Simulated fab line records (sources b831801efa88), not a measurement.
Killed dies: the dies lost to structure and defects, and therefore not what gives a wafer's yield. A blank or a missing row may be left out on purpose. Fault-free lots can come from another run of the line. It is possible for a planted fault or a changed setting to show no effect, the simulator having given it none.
Comparing a struck lot with a sound one	flow sky130	43 steps out of a route of 708
Sound: these wafers, L361.1, L361.2, L361.6. Wafers struck: L376.1, L376.3, L376.6. At the end, the cause is stated.
For every step that has rows: the tool of each side, followed by ch and its chambers, followed by its first start. Under that, the readings that differ: sound wafers	struck wafers	difference of the means	sigmas: that difference in standard deviations of wafers without a fault.
alike: readings with means less than 2 such deviations apart, plus words and numbers identical on both sides. not compared: withheld readings, readings lacking a value on some wafer, bounds such as >300 that could conceal the same value, and numbers that have no deviation in the record and whose values overlap.
The two part at a step that has a row with sigmas, a row that says differs or no value, or rows on one side only. Non-overlapping numbers with no deviation appear without sigmas and do not part them. A reading that every wafer of one side lacks parts them only if that side has two wafers or more.

SKY_VIA1_ETCH_14: etches BARC in N2/H2, stops on SiO2, time 45.9 s, target depth 60 nm.
  sound on rie_diel-01 ch 1,2, day 34 23:43; struck on rie_diel-01 ch 1,2, day 39 05:23
  alike: drypump_motor_current_A, oes_product_au, throttle_valve_pct
  not compared: rf_hours_counter_h
then, 5 steps without rows for these wafers: SKY_VIA1_ETCH_15 (etches SiO2 in C4F8/O2/Ar, stops on TiN, target depth 351 nm, time 54 s); SKY_VIA1_STRIP_16 (strips in O2/N2); SKY_VIA1_STRIP_17 (strips in post etch residue remover, time 1200 s); SKY_VIA1_CLEAN_18 (cleans in IPA, time 180 s); SKY_VIA1_CLEAN_19 (cleans in O3/DIW).
SKY_VIA1_SPUTTER_20: material TiN, target thk 20 nm, time 80 s.
  struck on pvd_sputter-01, day 39 06:04; sound on pvd_sputter-03, day 35 00:24
  alike: throttle_valve_pct
then, 1 step without rows for these wafers: SKY_VIA1_CVD_21 (deposits W, target thk 270 nm, time 80.902 s).
SKY_VIA1_RS_MEAS_22: uses a four-point probe to measure.
  struck on film_metro-01, day 39 06:13; sound on film_metro-01, day 35 00:33
  alike: VIA1_W_RS
SKY_VIA1_THK_MEAS_23: measures by xrf.
  struck on film_metro-01, day 39 06:20; sound on film_metro-01, day 35 00:40
  alike: VIA1_W_THK
then, 2 steps without rows for these wafers: SKY_VIA1_CMP_24 (polishes, stops on SiO2, t overpolish 15 s, target thk 0 nm); SKY_METAL2_SPUTTER_00 (material Ti, target thk 15 nm, time 10 s).
SKY_METAL2_SPUTTER_01: material TiN, target thk 20 nm, time 16.7 s.
  struck on pvd_sputter-04, day 39 06:43; sound on pvd_sputter-04, day 35 01:03
  alike: throttle_valve_pct
then, 1 step without rows for these wafers: SKY_METAL2_SPUTTER_02 (material AlCu, target thk 250 nm, time 13.67 s).
SKY_METAL2_SPUTTER_03: material Ti, target thk 5 nm, time 3.3 s.
  struck on pvd_sputter-04, day 39 06:46; sound on pvd_sputter-04, day 35 01:06
  alike: throttle_valve_pct
then, 1 step without rows for these wafers: SKY_METAL2_SPUTTER_04 (material TiN, target thk 70 nm, time 58.3 s).
SKY_METAL2_RS_MEAS_05: uses a four-point probe to measure.
  struck on film_metro-02, day 39 06:50; sound on film_metro-04, day 35 01:10
  alike: METAL2_ALCU_RS
SKY_METAL2_THK_MEAS_06: measures by xrf.
  struck on film_metro-02, day 39 06:58; sound on film_metro-04, day 35 01:17
  alike: METAL2_ALCU_THK
then, 8 steps without rows for these wafers: SKY_METAL2_DEHYDRATE_07 (time 60 s); SKY_METAL2_HMDS_08 (prime time 60 s); SKY_METAL2_COAT_09 (resist thk 60 nm); SKY_METAL2_COAT_10 (resist thk 450 nm); SKY_METAL2_SOFTBAKE_11 (time 90 s); SKY_METAL2_EXPOSE_12 (exposes mask MM2, target cd 140 nm); SKY_METAL2_PEB_13; SKY_METAL2_DEVELOP_14 (develop time 60 s).
SKY_METAL2_CD_MEAS_15 targets a cd of 140 nm.
  struck on cd_sem-02, day 40 07:32; sound on cd_sem-02, day 36 02:46
  alike: cd_nm
SKY_METAL2_OVL_MEAS_16:
  struck on overlay-01, day 40 07:40; sound on overlay-01, day 36 02:53
  alike: METAL2_OVL
then, 1 step without rows for these wafers: SKY_METAL2_DESCUM_17 (chemistry O2, time 8 s).
SKY_METAL2_ETCH_18: etches BARC in N2/H2, stops on SiO2, time 45.9 s, target depth 60 nm.
  sound on rie_metal-03 ch 0,1, day 36 02:58; struck on rie_metal-01 ch 1, day 40 07:44
  alike: drypump_motor_current_A, oes_product_au, throttle_valve_pct
  not compared: rf_hours_counter_h
then, 6 steps without rows for these wafers: SKY_METAL2_METAL_ETCH_19 (etches the open film in Cl2/BCl3, stops on SiO2, target depth 360 nm, time 78 s); SKY_METAL2_STRIP_20 (strips in O2/N2); SKY_METAL2_STRIP_21 (strips in post etch residue remover, time 1200 s); SKY_METAL2_CLEAN_22 (cleans in IPA, time 180 s); SKY_METAL2_CLEAN_23 (cleans in O3/DIW); SKY_VIA2_HDPCVD_00 (deposits SiO2, target thk 1180 nm, time 196.7 s).
SKY_VIA2_THK_MEAS_01:
  struck on film_metro-01, day 40 08:43; sound on film_metro-03, day 36 03:50
reading	sound	struck	difference	sigmas
VIA2_HDPCVD_THK (nm)	1179 1170 1187	1207 1204 1204	+26	+2
SKY_VIA2_CMP_02: polishes SiO2.
  sound on cmp-02 ch 0,1,2, day 36 03:59; struck on cmp-02 ch 0,1, day 40 08:47
  alike: motor_current_A
SKY_VIA2_BOW_MEAS_03:
  struck on film_metro-02, day 40 09:05; sound on film_metro-01, day 36 04:11
  alike: VIA2_BOW
then, 3 steps without rows for these wafers: SKY_VIA2_DEHYDRATE_04 (time 60 s); SKY_VIA2_HMDS_05 (prime time 60 s); SKY_VIA2_COAT_06 (resist thk 60 nm).
-- the record jumps here: 9 days lie between the struck wafers' starts before and after (it left off in module VIA2 and takes up again in module PAD_OPEN, whose first step shown is number 708 of the route) --
SKY_PAD_OPEN_PROBE_99:
  struck on prober-01, day 49 19:24; sound on prober-02, day 46 15:05
reading	sound	struck	difference	sigmas
defect_limited_yield (%)	81.9 80.3 82.9	76.6 78.5 73.2	-5.6	-3
killed_at_M0_to_M3	49 49 43	79 65 98	+34	+5
killed_dies	89 97 84	115 106 132	+28	+3
sort_bin_3_pad_short (%)	0.8 0.8 0.8	3.7 3.3 3.9	+2.8	+7
sort_bin_5_function (%)	11.0 10.8 10.8	12.6 13.0 17.5	+3.5	+2
sort_n_pass	403 395 408	377 386 360	-28	-3
sort_yield_pct (%)	81.9 80.3 82.9	76.6 78.5 73.2	-5.6	-3
model.etest.tester.sort_n_pass	403 395 408	377 386 360	-28	
model.etest.tester.sort_yield_pct (%)	81.91 80.28 82.93	76.63 78.46 73.17	-5.62	
model.etest.tester.sort_bin_5_pct (%)	10.98 10.77 10.77	12.6 13.01 17.48	+3.5	
model.etest.tester.sort_bin_3_pct (%)	0.813 0.813 0.813	3.659 3.252 3.862	+2.778	
  alike: killed_at_M4_up, killed_at_contacts, killed_at_front_end, killed_at_other, killed_open, killed_short, sort_bin_6_memory, sort_bin_8_speed

== WHERE THEY PART ==
At SKY_VIA2_THK_MEAS_01 first; at SKY_PAD_OPEN_PROBE_99 last (within this record only).

WHY: what the simulator had put in
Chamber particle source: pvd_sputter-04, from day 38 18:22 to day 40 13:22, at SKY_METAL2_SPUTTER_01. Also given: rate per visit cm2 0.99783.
